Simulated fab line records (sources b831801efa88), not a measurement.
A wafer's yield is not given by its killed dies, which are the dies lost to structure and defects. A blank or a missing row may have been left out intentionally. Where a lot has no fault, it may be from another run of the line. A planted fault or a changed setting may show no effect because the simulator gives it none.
Which tool is to blame? ; flow sky130 ; 24 lots with 72 wafers sampled at 4 steps, on a route of 708 steps

## WHAT THE GAUGES READ, wafer by wafer
SKY_NWELL_THK_MEAS_02. Usual: for NWELL_OXIDATION_THK the level is 10.06 nm and the standard deviation is 0.18.
lot;measured;on;NWELL_OXIDATION_THK (nm);flag
L074;day 2 12:41;film metro-04;9.87 9.88 9.78;
L075;day 2 16:29;film metro-02;9.84 9.97 10.20;
L076;day 2 22:31;film metro-01;9.87 10.13 10.04;
L077;day 3 09:35;film metro-02;10.03 9.91 10.37;
L078;day 3 17:41;film metro-04;9.83 9.79 9.80;
L079;day 3 19:47;film metro-04;9.95 10.05 10.08;
L080;day 3 22:42;film metro-01;9.91 9.98 10.06;
L081;day 4 02:51;film metro-02;9.91 9.83 9.93;
L082;day 4 09:10;film metro-04;9.94 9.87 9.88;
L083;day 4 16:02;film metro-01;9.81 9.91 9.85;
L084;day 4 17:13;film metro-04;10.08 10.00 10.26;
L085;day 4 19:52;film metro-02;10.04 9.86 10.02;
L086;day 5 03:24;film metro-04;10.19 10.19 10.35;
L087;day 5 07:41;film metro-02;10.27 10.01 10.23;
L088;day 5 14:52;film metro-04;9.97 9.89 9.90;
L089;day 5 19:40;film metro-04;9.78 9.79 9.76;
L090;day 5 23:55;film metro-02;10.09 10.27 10.06;
L091;day 6 06:51;film metro-04;10.40 10.34 10.39;
L092;day 6 11:16;film metro-01;10.37 10.33 10.46;
L093;day 6 15:04;film metro-04;10.21 10.20 10.33;
L094;day 7 01:54;film metro-01;10.28 10.25 10.14;
L095;day 7 04:48;film metro-02;10.14 10.08 10.01;
L096;day 7 10:11;film metro-01;10.24 10.17 10.07;
L097;day 7 13:01;film metro-02;10.34 10.27 10.27;

SKY_GATE_OXIDE_THK_MEAS_02. Usual: for GATE_OXIDE_OXIDATION_00_THK the level is 10.27 nm and the standard deviation is 0.18.
lot;measured;on;GATE_OXIDE_OXIDATION_00_THK (nm);flag
L074;day 12 21:23;film metro-02;10.11 10.07 10.15;
L075;day 13 01:05;film metro-01;10.39 10.54 10.56;
L076;day 13 09:12;film metro-01;9.90 9.71 9.79;
L077;day 14 06:13;film metro-04;10.34 10.31 10.25;
L078;day 14 20:50;film metro-02;10.35 10.41 10.37;
L079;day 15 00:59;film metro-02;10.17 9.97 10.28;
L080;day 15 04:27;film metro-01;10.30 10.17 10.47;
L081;day 15 13:32;film metro-02;10.16 10.30 10.31;
L082;day 15 22:59;film metro-04;10.32 10.44 10.41;
L083;day 16 09:18;film metro-01;10.48 10.56 10.63;
L084;day 16 09:19;film metro-04;10.47 10.27 10.37;
L085;day 16 12:05;film metro-01;10.62 10.56 10.58;
L086;day 17 02:37;film metro-01;10.31 10.39 10.54;
L087;day 17 06:55;film metro-04;10.26 10.30 10.31;
L088;day 17 21:37;film metro-01;10.06 10.25 10.19;
L089;day 17 23:41;film metro-02;10.18 10.14 10.08;
L090;day 18 11:15;film metro-02;10.42 10.50 10.34;
L091;day 18 20:42;film metro-01;10.12 10.27 10.33;
L092;day 19 02:17;film metro-04;10.08 10.14 9.93;
L093;day 19 04:56;film metro-02;10.27 10.46 10.38;
L094;day 19 21:56;film metro-01;10.17 10.08 10.33;
L095;day 20 07:57;film metro-02;10.36 10.12 10.25;
L096;day 20 14:01;film metro-04;10.10 10.11 10.05;
L097;day 20 23:23;film metro-02;10.06 10.13 10.02;

SKY_LDD_LDN_OVL_MEAS_07. Usual: for LDD_LDN_OVL the level is 0.1 nm and the standard deviation is 1.2.
lot;measured;on;LDD_LDN_OVL (nm);flag
L074;day 22 23:30;overlay-01;-0.5 1.7 0.0;
L075;day 23 02:54;overlay-02;-0.1 0.9 0.6;
L076;day 23 13:10;overlay-02;2.0 1.9 1.5;
L077;day 24 11:20;overlay-01;0.8 1.0 0.8;
L078;day 25 00:50;overlay-02;0.7 0.3 0.3;
L079;day 25 06:53;overlay-02;-2.3 -2.5 -0.3;
L080;day 25 12:41;overlay-01;0.1 0.6 0.6;
L081;day 25 23:49;overlay-01;-0.7 -0.3 -1.2;
L082;day 26 11:04;overlay-01;0.5 0.1 0.5;
L083;day 26 22:02;overlay-01;1.5 -1.6 -1.0;
L084;day 26 22:49;overlay-01;2.4 -1.3 0.1;
L085;day 27 05:34;overlay-02;-0.3 0.5 -0.5;
L086;day 27 12:43;overlay-02;0.5 2.6 0.7;
L087;day 27 15:41;overlay-02;-1.2 -0.3 0.2;
L088;day 28 05:41;overlay-02;-0.8 0.0 0.2;
L089;day 28 07:37;overlay-01;-0.8 3.1 1.4;
L090;day 28 16:32;overlay-01;0.5 0.9 0.6;
L091;day 29 02:14;overlay-02;1.3 0.2 -1.9;
L092;day 29 05:23;overlay-01;-1.7 -2.9 -2.9;
L093;day 29 11:05;overlay-01;1.0 -0.4 -0.2;
L094;day 30 03:08;overlay-01;0.1 1.5 2.4;
L095;day 30 11:47;overlay-02;1.9 1.7 0.9;
L096;day 30 17:04;overlay-02;0.6 -2.1 -1.0;
L097;day 31 03:19;overlay-01;0.3 1.7 0.7;

SKY_SPACER_THK_MEAS_01. Usual: for SPACER_CVD_00_THK the level is 43.3 nm and the standard deviation is 0.39.
lot;measured;on;SPACER_CVD_00_THK (nm);flag
L074;day 23 01:34;film metro-04;43.5 43.6 43.5;
L075;day 23 05:10;film metro-04;43.6 43.7 43.1;
L076;day 23 15:49;film metro-04;43.0 43.0 43.3;
L077;day 24 13:59;film metro-02;43.2 43.3 43.1;
L078;day 25 05:21;film metro-01;43.8 43.6 43.7;
L079;day 25 10:46;film metro-02;42.9 43.1 42.9;
L080;day 25 16:23;film metro-02;43.1 43.5 43.0;
L081;day 26 02:01;film metro-02;43.6 43.4 43.7;
L082;day 26 13:07;film metro-02;43.6 43.6 43.8;
L083;day 27 00:38;film metro-01;43.6 43.7 43.9;
L084;day 27 01:52;film metro-02;42.4 42.1 42.8;
L085;day 27 21:27;film metro-02;43.6 44.3 43.5;
L086;day 27 21:28;film metro-01;43.5 43.2 43.6;
L087;day 27 21:26;film metro-04;42.9 43.4 42.8;
L088;day 28 08:59;film metro-01;43.3 43.1 43.4;
L089;day 28 10:12;film metro-04;43.3 43.0 43.0;
L090;day 28 18:35;film metro-04;43.5 43.2 43.1;
L091;day 29 04:18;film metro-01;43.0 42.7 42.8;
L092;day 29 08:57;film metro-01;43.6 43.4 43.4;
L093;day 29 13:44;film metro-01;42.9 42.9 43.0;
L094;day 30 05:12;film metro-04;43.8 44.0 43.8;
L095;day 30 14:13;film metro-01;43.1 43.0 43.1;
L096;day 30 19:26;film metro-01;43.2 42.8 43.2;
L097;day 31 08:58;film metro-01;43.0 42.9 42.8;

## TOOL THAT RAN EACH LOT (tool first, then ch and the chambers of the sampled wafers, then the start)
The record shows no process step preceding these readings.

## WHAT THE TOOLS THEMSELVES READ (means of the sampled wafers that have a number; where no wafer has one, the mark that the record gives instead)
The record holds no such reading with a usual standard deviation.

## THE ANSWER, worked out from the rows above alone
Rule: lot off if the mean of its wafers having a number is beyond 3 standard deviations from the usual mean. Also off: a lot with no number at a reading for which 4 or more lots have one. All remaining lots with rows at the step are treated as sound. The gauges are gone through in route order, then the tools' own readings, and for those a lot's mean is taken as printed above. At the first step where some lot is off, the reading lying furthest off is the one used; lots without a number count as furthest.
Nothing can be told from this: no lot is off at any reading shown.

## WHAT THE SIMULATOR HAD PUT IN
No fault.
